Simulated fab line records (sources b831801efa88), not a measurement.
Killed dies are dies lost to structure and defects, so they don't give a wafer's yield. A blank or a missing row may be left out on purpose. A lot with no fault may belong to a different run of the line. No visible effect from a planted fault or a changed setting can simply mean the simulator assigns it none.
Code-filled problem report in 8D (eight disciplines) form + flow sky130 + the parts of the form that need people (team, actions taken, sign-off) are left out

## 1. THE ISSUE
LDD_HVN_OVL at SKY_LDD_HVN_OVL_MEAS_07 reads a mean of 97.6 nm on 6 wafers of 2 lots; wafers without a fault read -0.4 nm with a standard deviation of 1.2. That puts it +82 standard deviations away from the usual mean.
Seen first at day 28 01:57 on overlay-02, wafer L655.1. At this step, 42 wafers from 14 lots have a number in the record. The rule behind "out" and "out of limits": a value lying over 4 standard deviations away from the usual mean. The other wafers with a number count as sound.

## 2. WHAT IT IS, WHAT IT ISN'T
| question                    | is                     | is not                                                                          |
|-----------------------------|------------------------|---------------------------------------------------------------------------------|
| which readings at this step | LDD_HVN_OVL            | -                                                                               |
| which lots                  | L655, L657             | L637, L639, L641, L642, L644, L645, L646, L650, L651, L656, L659, L660          |
| which wafers of those lots  | all that have a number | -                                                                               |
| read on which gauges        | overlay-02             | overlay-01                                                                      |
| when                        | from day 28 01:57      | up to then (27 sound wafers); but 9 sound wafers of L656, L659, L660 came after |

## 3. THE SUSPECTS, EACH WITH WHAT RULES IT OUT
Counting: a tool stays on the suspect list if, at a process step up to the reading, it processed all lots that are out and no sound lot following the first of them.
- the gauge at SKY_LDD_HVN_OVL_MEAS_07: kept. All the wafers that are out were read on overlay-02, and no step on other tools shows them out.
- iline_stepper-02 at SKY_LDD_HVN_EXPOSE_04 (exposes mask HVNTM, target cd 700 nm): kept. It processed each lot that is out, first L655 at day 27 11:45, and no sound lot thereafter; up to then, the last sound lot it processed was L651 at day 26 08:19.
What counting leaves: iline_stepper-02 at SKY_LDD_HVN_EXPOSE_04 and overlay-02 at SKY_LDD_HVN_OVL_MEAS_07.

## 4. THE CAUSE (what the simulator had put in)
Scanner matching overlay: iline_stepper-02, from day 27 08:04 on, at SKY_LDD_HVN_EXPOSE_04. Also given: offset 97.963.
2 suspects survive the count, and this tool is in that group.

## 5. SEQUENCE OF EFFECTS, ordered by route
Rows list readings where the struck wafers' mean (over those with a number) sits beyond 3 standard deviations from the usual. Only readings for which the record gives a usual standard deviation are gone through. hours: the time from each lot's start at the first step in this table that gives one to its start at this step, as a median over the lots. sigmas: the change in usual standard deviations.
| hours | step                    | reading     | usual   | on struck wafers | change | sigmas |
|-------|-------------------------|-------------|---------|------------------|--------|--------|
| 0     | SKY_LDD_HVN_OVL_MEAS_07 | LDD_HVN_OVL | -0.4 nm | 97.6             | +98.0  | +82    |

## 6. HOW IT WOULD HAVE BEEN CAUGHT EARLIER
18 hours passed between the start of the fault at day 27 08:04 and the first reading out of limits at a measuring or inspecting step in this record, taken at day 28 01:57.
By day 28 01:57, every lot that is out (2) had started SKY_LDD_HVN_EXPOSE_04 on iline_stepper-02. None of them would have been spared by holding the tool at that moment.
